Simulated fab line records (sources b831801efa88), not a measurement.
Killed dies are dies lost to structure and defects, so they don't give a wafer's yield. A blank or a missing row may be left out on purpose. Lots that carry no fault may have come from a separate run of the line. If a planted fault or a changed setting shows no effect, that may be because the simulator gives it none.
Problem report, 8D (eight disciplines) form, completed by code || flow sky130 || the parts of the form that need people (team, actions taken, sign-off) are left out

== 1. THE ISSUE ==
LDD_HVP_TW at SKY_LDD_HVP_TW_MEAS_10 reads a mean of 471.4 on 6 wafers of 2 lots; wafers without a fault read 454.1 with a standard deviation of 2.1. That is +8.2 standard deviations from the usual mean.
Earliest sighting: wafer L997.2 on filmMetro-04 at day 24 23:37. The record has a number at this step for 36 wafers belonging to 12 lots. Rule for "out", or "out of limits": more than 4 standard deviations from the usual mean. Any other wafer with a number is counted as sound.

== 2. WHAT THIS IS AND IS NOT ==
{"question": "which readings at this step", "is": "LDD_HVP_TW", "is not": "-"}
{"question": "which lots", "is": "L997, L999", "is not": "L106, L107, L108, L109, L110, L111, L990, L994, L995, L996"}
{"question": "which wafers of those lots", "is": "all that have a number", "is not": "-"}
{"question": "read on which gauges", "is": "filmMetro-03, filmMetro-04", "is not": "filmMetro-02"}
{"question": "when", "is": "from day 24 23:37", "is not": "up to then (12 sound wafers); but 18 sound wafers of L106, L107, L108, L109, L110, L111 came after"}

== 3. THE SUSPECTS, EACH WITH WHAT RULES IT OUT ==
Counting: a tool at a process step up to the reading stays a suspect if it ran every lot that is out and no sound lot after the first of them.
- ruled out: the gauge at SKY_LDD_HVP_TW_MEAS_10. 2 gauges (filmMetro-03, filmMetro-04) read the wafers that are out.
- implanter-01 at SKY_LDD_HVP_IMPLANT_08: ruled out as a lasting fault. After its first lot that is out, L997 (day 24 23:22), sound lots L106, L108, L109, L111 ran on it.
Left after counting: nothing in the record.

== 4. THE CAUSE (what the simulator had put in) ==
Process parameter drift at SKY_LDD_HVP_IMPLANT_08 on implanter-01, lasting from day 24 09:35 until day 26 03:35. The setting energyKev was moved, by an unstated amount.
The count ruled it out by mistake, since the rule takes a fault to strike every lot its tool runs from the start of the fault on, and this one did not do so.

== 5. THE CHAIN OF EFFECTS, in route order ==
One row per reading whose mean, taken over the struck wafers that have a number, lies over 3 standard deviations from the usual. Only readings whose record carries a usual standard deviation are examined. hours: median over the lots of the time between each lot's start at the first step of this table that gives one and its start at this step. sigmas: the change, counted in usual standard deviations.
{"hours": 0, "step": "SKY_LDD_HVP_IMPLANT_08", "reading": "beamEnergyKeV", "usual": 20.000, "on struck wafers": 23.646, "change": "+3.646", "sigmas": "+99 or more"}
{"hours": 0, "step": "SKY_LDD_HVP_TW_MEAS_10", "reading": "LDD_HVP_TW", "usual": 454.1, "on struck wafers": 471.4, "change": "+17.3", "sigmas": "+8.2"}
The process steps in it:
- SKY_LDD_HVP_IMPLANT_08

== 6. WHAT WOULD HAVE CAUGHT IT SOONER ==
In this record the first reading out of limits at a measuring or inspecting step was taken at day 24 23:37, 14 hours after the fault began at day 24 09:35.
At SKY_LDD_HVP_IMPLANT_08, the tool's own readings (beamEnergyKeV) were out on each struck wafer the step has a row for, so an alarm limit on them would have fired on the first such wafer.
